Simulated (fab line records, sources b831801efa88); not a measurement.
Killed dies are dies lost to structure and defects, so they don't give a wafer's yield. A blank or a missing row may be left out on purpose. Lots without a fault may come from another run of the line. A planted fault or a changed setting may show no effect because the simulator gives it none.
Problem report in the 8D (eight disciplines) form, filled by code | flow sky130 | the parts of the form that need people (team, actions taken, sign-off) are left out

1. THE PROBLEM
strip_time_to_endpoint_s at SKY_METAL3_STRIP_19 reads a mean of 7.33 s on 2 wafers of 2 lots; wafers without a fault read 6.59 s with a standard deviation of 0.058. That is +13 standard deviations from the usual mean.
The step: strips in O2/N2.
First seen on wafer L873.1, day 41 11:10, on plasma_asher-02. The record holds 40 wafers of 14 lots with a number at this step. Rule for "out", or "out of limits": more than 4 standard deviations from the usual mean. The other wafers with a number count as sound.

2. WHAT IT IS AND WHAT IT IS NOT
question                    | is                                       | is not
which readings at this step | strip_time_to_endpoint_s, oes_product_au | drypump_motor_current_A
which lots                  | L873, L874                               | L863, L864, L865, L866, L867, L868, L870, L882, L883, L884, L885, L886
which wafers of those lots  | L873.1, L874.1                           | L873.2, L874.6
read on which tools         | plasma_asher-02, plasma_asher-03         | plasma_asher-01
when                        | from day 41 11:10                        | up to then (22 sound wafers); but 16 sound wafers of L874, L882, L883, L884, L885, L886 came after

3. SUSPECTS, AND WHAT RULES EACH OUT
Counting: a tool at a process step up to the reading stays a suspect if it ran every lot that is out. Sound lots after the first of them don't rule it out here, since some wafers of a struck lot are sound.
- pvd_sputter-01 at SKY_METAL2_SPUTTER_03 (material Ti, target thk 5 nm, time 3.3 s): kept. It ran every lot that is out, first L873 (day 37 04:52); its last sound lot up to then is L870 (day 36 13:10).
- rie_metal-01 at SKY_METAL3_METAL_ETCH_18 (etches the open film in Cl2/BCl3, stops on SiO2, target depth 845 nm, time 183.1 s): kept. It ran every lot that is out, first L873 (day 41 10:59); its last sound lot up to then is L870 (day 40 22:17).
- Within rie_metal-01 at SKY_METAL3_METAL_ETCH_18: the wafers that are out ran in chamber 1; their sound lot-mates ran in chamber 0.
Left after counting: pvd_sputter-01 at SKY_METAL2_SPUTTER_03, rie_metal-01 at SKY_METAL3_METAL_ETCH_18.

4. THE CAUSE (what the simulator had put in)
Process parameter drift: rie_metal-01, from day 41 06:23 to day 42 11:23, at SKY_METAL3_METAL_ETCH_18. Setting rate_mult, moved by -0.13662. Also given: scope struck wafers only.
Counting left 2 suspects, and this tool is among them.

5. THE CHAIN OF EFFECTS, in route order
Each row: a reading whose mean over the struck wafers that have a number lies more than 3 standard deviations from the usual. Only readings for which the record gives a usual standard deviation are gone through. hours: the time from each lot's start at the first step in this table that gives one to its start at this step, as a median over the lots. sigmas: the change in usual standard deviations.
hours | step                | reading                  | usual      | on struck wafers | change | sigmas
0     | SKY_METAL3_STRIP_19 | oes_product_au           | 0.505 a.u. | 0.531            | +0.026 | +5.4
0     | SKY_METAL3_STRIP_19 | strip_time_to_endpoint_s | 6.59 s     | 7.33             | +0.75  | +13
The process steps in it:
- SKY_METAL3_STRIP_19: strips in O2/N2.
Later measuring or inspecting steps at which every struck wafer that the step has a row for has a number for every such reading, and none has moved that far: SKY_VIA3_THK_MEAS_23.

6. WHAT WOULD HAVE CAUGHT IT SOONER
In this record the first reading out of limits was taken at day 41 11:10, 5 hours after the fault began at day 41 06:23.
Of the tool readings at SKY_METAL3_METAL_ETCH_18 for which the record gives a usual standard deviation, none was out on any struck wafer, so an alarm limit of 4 standard deviations on them would not have fired.
Of the lots that are out (2), L874 began SKY_METAL3_METAL_ETCH_18 on rie_metal-01 after day 41 11:10. A hold on the tool at that time would have spared it.
